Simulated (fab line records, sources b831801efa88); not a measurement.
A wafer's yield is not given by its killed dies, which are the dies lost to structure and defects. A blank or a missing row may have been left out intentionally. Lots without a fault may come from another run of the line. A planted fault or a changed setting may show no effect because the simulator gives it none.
Which tool did it? -- flow gf180mcu -- 39 wafers from 13 lots sampled at 4 of the route's 602 steps

WHAT THE GAUGES SHOWED, per wafer
GF_VT_IMPLANT_TW_MEAS_21. Usual: VT_IMPLANT_2_TW gives 1223 (standard deviation 4.3).
lot,measured,on,VT_IMPLANT_2_TW,flag
L734,day 6 07:25,film_metro-03,1220 1223 1224,
L735,day 6 10:59,film_metro-02,1221 1233 1230,
L736,day 6 19:34,film_metro-02,1220 1226 1222,
L737,day 7 02:11,film_metro-03,1222 1224 1223,
L738,day 7 05:44,film_metro-02,1218 1225 1216,
L740,day 7 23:25,film_metro-03,1221 1225 1225,
L748,day 10 00:04,film_metro-02,1245 1246 1241,OFF
L750,day 10 12:02,film_metro-02,1240 1245 1247,OFF
L751,day 10 20:16,film_metro-02,1221 1225 1224,
L752,day 10 23:52,film_metro-03,1217 1221 1218,
L753,day 11 09:29,film_metro-02,1227 1225 1225,
L754,day 11 18:38,film_metro-02,1235 1232 1231,
L756,day 12 02:03,film_metro-02,1219 1224 1229,

GF_V3_THK_MEAS_03. Usual: V3_CVD_02_THK gives 848 nm (standard deviation 12).
lot,measured,on,V3_CVD_02_THK (nm),flag
L734,day 21 13:16,film_metro-02,848 851 847,
L735,day 21 19:43,film_metro-02,842 853 869,
L736,day 22 07:31,film_metro-01,833 855 871,
L737,day 22 15:41,film_metro-04,833 848 844,
L738,day 22 22:47,film_metro-01,824 846 859,
L740,day 23 23:51,film_metro-04,845 861 869,
L748,day 26 14:43,film_metro-01,853 862 848,
L750,day 26 22:39,film_metro-04,820 830 830,
L751,day 27 09:53,film_metro-02,830 836 850,
L752,day 27 11:21,film_metro-01,841 855 854,
L753,day 27 20:49,film_metro-01,838 854 852,
L754,day 28 10:18,film_metro-01,839 833 842,
L756,day 28 18:50,film_metro-04,836 865 844,

WHICH TOOL RAN EACH LOT (tool, then ch and the chambers of the sampled wafers, then the start)
lot,GF_VT_IMPLANT_IMPLANT_19,GF_M3_SPUTTER_00
L734,"implanter-03 ch 0, day 6 07:10","pvd_sputter-01, day 20 11:36"
L735,"implanter-03 ch 0, day 6 10:43","pvd_sputter-03, day 20 18:40"
L736,"implanter-01 ch 0, day 6 19:19","pvd_sputter-01, day 21 06:47"
L737,"implanter-03 ch 0, day 7 01:56","pvd_sputter-01, day 21 14:52"
L738,"implanter-03 ch 0, day 7 05:31","pvd_sputter-03, day 21 22:19"
L740,"implanter-02 ch 0, day 7 23:10","pvd_sputter-01, day 23 00:30"
L748,"implanter-03 ch 0, day 9 23:49","pvd_sputter-03, day 25 16:59"
L750,"implanter-03 ch 0, day 10 11:49","pvd_sputter-03, day 26 00:17"
L751,"implanter-01 ch 0, day 10 20:01","pvd_sputter-01, day 26 12:22"
L752,"implanter-01 ch 0, day 10 23:38","pvd_sputter-04, day 26 13:41"
L753,"implanter-01 ch 0, day 11 09:14","pvd_sputter-04, day 26 23:27"
L754,"implanter-02 ch 0, day 11 18:23","pvd_sputter-04, day 27 13:02"
L756,"implanter-01 ch 0, day 12 01:50","pvd_sputter-04, day 27 22:30"
- GF_VT_IMPLANT_IMPLANT_19
- GF_M3_SPUTTER_00: material Ti, target thk 37.5 nm, time 150 s.

WHAT THE TOOLS THEMSELVES READ (means of the sampled wafers that have a number; where no wafer has one, the mark that the record gives instead)
GF_VT_IMPLANT_IMPLANT_19. Usual: beam_energy_keV 100.00, standard deviation 0.031; dose_ions_cm2 4.35e+12, standard deviation 5.1e+09.
lot,tool,beam_energy_keV,dose_ions_cm2,flag
L734,implanter-03,99.99,4.34e+12,
L735,implanter-03,100.01,4.35e+12,
L736,implanter-01,99.99,4.35e+12,
L737,implanter-03,99.99,4.35e+12,
L738,implanter-03,100.02,4.35e+12,
L740,implanter-02,100.02,4.36e+12,
L748,implanter-03,107.06,4.35e+12,OFF
L750,implanter-03,107.03,4.35e+12,OFF
L751,implanter-01,100.04,4.34e+12,
L752,implanter-01,100.03,4.35e+12,
L753,implanter-01,99.96,4.35e+12,
L754,implanter-02,100.01,4.35e+12,
L756,implanter-01,99.97,4.36e+12,

GF_M3_SPUTTER_00. Usual: throttle_valve_pct at 30.0 %, with a standard deviation of 1.
lot,tool,throttle_valve_pct (%),flag
L734,pvd_sputter-01,29.7,
L735,pvd_sputter-03,30.6,
L736,pvd_sputter-01,30.6,
L737,pvd_sputter-01,30.0,
L738,pvd_sputter-03,28.8,
L740,pvd_sputter-01,29.5,
L748,pvd_sputter-03,28.6,
L750,pvd_sputter-03,29.9,
L751,pvd_sputter-01,30.3,
L752,pvd_sputter-04,30.3,
L753,pvd_sputter-04,29.9,
L754,pvd_sputter-04,29.7,
L756,pvd_sputter-04,29.8,

THE ANSWER, worked out from the rows above alone
Rule: take the mean of a lot's wafers that have a number; if it is more than 3 standard deviations from the usual mean, the lot is off. A lot without any number at a reading at which 4 lots or more have one is off too. All remaining lots with rows at the step are treated as sound. First the gauges in route order, then the tools' own readings, where a lot's mean is used as printed above. The first step at which some lot is off is used, and at that step the reading that is off furthest; a lot without a number counts as furthest.
Off: at GF_VT_IMPLANT_TW_MEAS_21 (VT_IMPLANT_2_TW), L748, L750.
A tool fits if, at a process step before that reading, it ran every lot that is off, and no sound lot after the first of them. Not tried: the gauges at GF_VT_IMPLANT_TW_MEAS_21; whatever is off there is also off at GF_VT_IMPLANT_IMPLANT_19, on other tools, and gauge error can't account for it. One candidate fits, namely implanter-03 at GF_VT_IMPLANT_IMPLANT_19. Its last sound lot is L738 (day 7 05:31), its first lot that is off L748 (day 9 23:49): a fault that began between those two fits.
The tool's own readings at GF_VT_IMPLANT_IMPLANT_19 bear it out: on the lots that are off they differ by more than 5 times the standard deviation of the sound lots' means. beam_energy_keV reads 107.05 there against 100.00 on the sound lots.

WHAT WAS PUT IN BY THE SIMULATOR
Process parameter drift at GF_VT_IMPLANT_IMPLANT_19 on implanter-03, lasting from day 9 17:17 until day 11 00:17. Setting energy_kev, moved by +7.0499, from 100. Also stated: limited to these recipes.
Lots struck among those shown: L748, L750. The rule above reached the same finding.
